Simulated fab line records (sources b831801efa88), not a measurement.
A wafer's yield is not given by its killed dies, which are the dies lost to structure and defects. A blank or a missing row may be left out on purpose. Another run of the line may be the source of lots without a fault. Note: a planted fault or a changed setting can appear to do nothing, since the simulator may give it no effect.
Chamber matching + flow sky130 + pecvd-01 running SKY_PASSIVATION_CVD_02: 3 sister chambers
The step deposits Si3N4, target thk 540 nm. 6 wafers are shown with their chamber, then 11 later ones without.

== EACH WAFER AND ITS CHAMBER ==
| wafer  | chamber | heater power w (W) |
|--------|---------|--------------------|
| L087.5 | 1       | 895                |
| L087.6 | 0       | 840                |
| L088.1 | 2       | 571                |
| L088.3 | 1       | 897                |
| L088.6 | 0       | 875                |
| L091.1 | 2       | 526                |

== WAFERS WITH NO CHAMBER GIVEN ==
| wafer  | heater power w (W) |
|--------|--------------------|
| L091.4 | 863                |
| L091.5 | 560                |
| L093.3 | 491                |
| L093.4 | 927                |
| L093.6 | 849                |
| L096.1 | 760                |
| L096.5 | 863                |
| L096.6 | 842                |
| L097.3 | 872                |
| L097.4 | 578                |
| L097.5 | 589                |

== CHAMBER TAKEN BY EACH ==
| wafer  | from the rows above     | in truth |
|--------|-------------------------|----------|
| L091.4 | can't be placed: 0 or 1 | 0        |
| L091.5 | 2                       | 2        |
| L093.3 | 2                       | 2        |
| L093.4 | can't be placed: 1 or 0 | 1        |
| L093.6 | can't be placed: 0 or 1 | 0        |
| L096.1 | can't be placed: 0 or 1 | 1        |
| L096.5 | can't be placed: 0 or 1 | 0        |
| L096.6 | can't be placed: 0 or 1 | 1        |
| L097.3 | can't be placed: 0 or 1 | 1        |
| L097.4 | 2                       | 2        |
| L097.5 | 2                       | 2        |
Correct placement for 4 of the 11. Unplaceable from these rows: 7, with the true chamber sitting among the candidates in 7. Number placed wrongly: 0.
How it was worked out, from the rows above alone: a wafer's distance from a chamber is the root of the sum, over the readings, of the square of ((its reading less the chamber's mean) divided by the reading's scatter). If the next closest chamber is less than 2 further off than the closest, the wafer can't be placed; otherwise it belongs to the closest. For every chamber, the mean is computed from those of its wafers that are shown. The scatter is the square root of a quotient: the sum, over the shown wafers, of each reading's squared deviation from its chamber's mean, divided by wafers minus chambers.
